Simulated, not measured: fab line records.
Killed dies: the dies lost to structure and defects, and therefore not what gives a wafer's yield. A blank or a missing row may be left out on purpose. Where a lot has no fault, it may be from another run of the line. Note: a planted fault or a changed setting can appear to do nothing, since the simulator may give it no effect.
Check for tools in common + flow gf180mcu + Sample size 12 lots and 36 wafers

== WHAT PROMPTED THE OPENING ==
Of 12 lots, 3 have the reading V4_W_RS flagged at GF_V4_RS_MEAS_24. Wafers without a fault read 0.323 ohm/sq, standard deviation 0.0042.
Rule: a lot gets a flag if all its wafers with a number sit over 4 standard deviations from that mean, or if no wafer of it has a number. The rest of the lots are taken to be sound.

| lot  | measured     | on           | V4_W_RS (ohm/sq), wafer by wafer | flag    |
|------|--------------|--------------|----------------------------------|---------|
| L527 | day 24 11:07 | filmMetro-04 | 0.328 0.325 0.325                |         |
| L534 | day 27 02:10 | filmMetro-01 | 44.503 44.418 44.153             | FLAGGED |
| L535 | day 27 03:48 | filmMetro-01 | 45.026 44.856 44.886             | FLAGGED |
| L536 | day 27 23:46 | filmMetro-04 | 43.868 43.970 44.195             | FLAGGED |
| L539 | day 28 11:28 | filmMetro-03 | 0.323 0.325 0.317                |         |
| L541 | day 29 02:47 | filmMetro-01 | 0.326 0.327 0.324                |         |
| L542 | day 29 03:10 | filmMetro-04 | 0.322 0.325 0.321                |         |
| L544 | day 29 15:43 | filmMetro-04 | 0.322 0.332 0.323                |         |
| L545 | day 29 23:54 | filmMetro-01 | 0.328 0.328 0.328                |         |
| L546 | day 30 12:46 | filmMetro-01 | 0.325 0.324 0.324                |         |
| L547 | day 30 20:39 | filmMetro-04 | 0.322 0.319 0.328                |         |
| L549 | day 31 03:10 | filmMetro-04 | 0.332 0.326 0.326                |         |
The numbers of the flagged lots are 44.431 ohm/sq on average: +44.108 ohm/sq against the usual, or +99 or more standard deviations.

== EACH LOT AND THE TOOL IT RAN ON ==
The record holds 2 process steps before the reading, out of a route of 602 steps. In each cell: the tool, then ch and the chambers that the sampled wafers went through, then the start.
| lot  | flag    | GF_V4_ETCH_17                                | GF_V4_CVD_23                 |
|------|---------|----------------------------------------------|------------------------------|
| L527 |         | rieDiel-02 ch 0,1,3, day 24 11:00 or earlier | cvdW-01 ch 0,1, day 24 11:00 |
| L534 | FLAGGED | rieDiel-04 ch 1,2, day 27 02:02 or earlier   | cvdW-01 ch 0,1, day 27 02:02 |
| L535 | FLAGGED | rieDiel-04 ch 0,1, day 27 03:41 or earlier   | cvdW-02 ch 0,1, day 27 03:41 |
| L536 | FLAGGED | rieDiel-03 ch 0,3, day 27 23:38 or earlier   | cvdW-01 ch 0,1, day 27 23:38 |
| L539 |         | rieDiel-02 ch 0,1,3, day 28 11:21 or earlier | cvdW-02 ch 0,1, day 28 11:21 |
| L541 |         | rieDiel-04 ch 0,1,2, day 29 02:38 or earlier | cvdW-02 ch 0, day 29 02:38   |
| L542 |         | rieDiel-03 ch 0, day 29 03:01 or earlier     | cvdW-01 ch 0,1, day 29 03:01 |
| L544 |         | rieDiel-03 ch 0,1, day 29 15:36 or earlier   | cvdW-02 ch 0,1, day 29 15:36 |
| L545 |         | rieDiel-04 ch 0,1,2, day 29 23:47 or earlier | cvdW-01 ch 0,1, day 29 23:47 |
| L546 |         | rieDiel-04 ch 0,1, day 30 12:39 or earlier   | cvdW-01 ch 0,1, day 30 12:39 |
| L547 |         | rieDiel-03 ch 2,3, day 30 20:31 or earlier   | cvdW-02 ch 0,1, day 30 20:31 |
| L549 |         | rieDiel-02 ch 0,3, day 31 03:03 or earlier   | cvdW-01 ch 0,1, day 31 03:03 |
These steps, and what they do:
- GF_V4_ETCH_17: etches SiO2 in C4F8/O2/Ar, stops on TiN, target depth 630 nm.
- GF_V4_CVD_23: deposits W, target thk 350 nm, time 104.9 s.
- GF_V4_RS_MEAS_24: measures by four-point-probe.

== FLAGGED OVER TOTAL, TOOL BY TOOL (the gauges that took the reading come last) ==
| step             | tool         | lots run | flagged | share of the flagged lots | sound lots run after its first flagged lot |
|------------------|--------------|----------|---------|---------------------------|--------------------------------------------|
| GF_V4_ETCH_17    | rieDiel-02   | 3        | 0       | none                      | -                                          |
| GF_V4_ETCH_17    | rieDiel-03   | 4        | 1       | some                      | 3 (L542,L544,L547)                         |
| GF_V4_ETCH_17    | rieDiel-04   | 5        | 2       | some                      | 3 (L541,L545,L546)                         |
| GF_V4_CVD_23     | cvdW-01      | 7        | 2       | some                      | 4 (L542,L545,L546,L549)                    |
| GF_V4_CVD_23     | cvdW-02      | 5        | 1       | some                      | 4 (L539,L541,L544,L547)                    |
| GF_V4_RS_MEAS_24 | filmMetro-01 | 5        | 2       | some                      | 3 (L541,L545,L546)                         |
| GF_V4_RS_MEAS_24 | filmMetro-03 | 1        | 0       | none                      | -                                          |
| GF_V4_RS_MEAS_24 | filmMetro-04 | 6        | 1       | some                      | 4 (L542,L544,L547,L549)                    |
Because GF_V4_ETCH_17 lacks a start for some lots, the hours and order of its lots are taken from GF_V4_CVD_23.

== WHAT THE TABLE ALLOWS ==
No row of the table ran every flagged lot.

== WHAT THE SIMULATOR HAD INSERTED ==
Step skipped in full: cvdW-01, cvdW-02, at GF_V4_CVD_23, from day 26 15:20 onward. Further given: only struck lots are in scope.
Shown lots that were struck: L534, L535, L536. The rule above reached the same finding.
